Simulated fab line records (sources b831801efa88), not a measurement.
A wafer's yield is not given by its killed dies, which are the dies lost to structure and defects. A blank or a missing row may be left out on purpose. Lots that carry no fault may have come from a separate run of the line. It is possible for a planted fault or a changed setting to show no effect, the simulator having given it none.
Chamber matching    flow gf180mcu    4 sister chambers for GF_V1_ETCH_16 on rie-diel-04
The step etches BARC in N2/H2. 4 wafers are shown with their chamber, then 8 later ones without.

EACH WAFER AND ITS CHAMBER
wafer   chamber  oes-product-au (a.u.)
L447.1  1        0.858
L447.2  0        0.849
L447.4  2        0.851
L448.3  3        0.856

WAFERS WHOSE CHAMBER IS MISSING
wafer   oes-product-au (a.u.)
L448.4  0.858
L448.5  0.854
L451.1  0.865
L451.2  0.855
L451.6  0.859
L455.3  0.855
L455.4  0.854
L455.5  0.861

THE CHAMBER EACH PASSED THROUGH
wafer   from the rows above                in truth
L448.4  can't be placed: 1 or 3            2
L448.5  can't be placed: 3 or 2 or 1 or 0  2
L451.1  can't be placed: 1 or 3            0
L451.2  can't be placed: 3 or 1 or 2 or 0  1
L451.6  can't be placed: 1 or 3            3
L455.3  can't be placed: 3 or 1 or 2 or 0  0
L455.4  can't be placed: 3 or 2 or 1 or 0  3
L455.5  can't be placed: 1 or 3            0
Placed correctly: 0 of 8. Cannot be placed on the basis of these rows: 8; the candidates contain the true chamber in 5. 0 placed wrongly.
How it was worked out, from the rows above alone: a wafer's distance from a chamber is the root of the sum, over the readings, of the square of ((its reading less the chamber's mean) divided by the reading's scatter). The wafer belongs to the nearest chamber; if the next one is less than 2 further off, it can't be placed. A chamber's mean is the mean of its shown wafers. The scatter (one wafer shown for each chamber): square how far every hidden wafer sits from the nearest shown wafer, average those squares and take the square root.
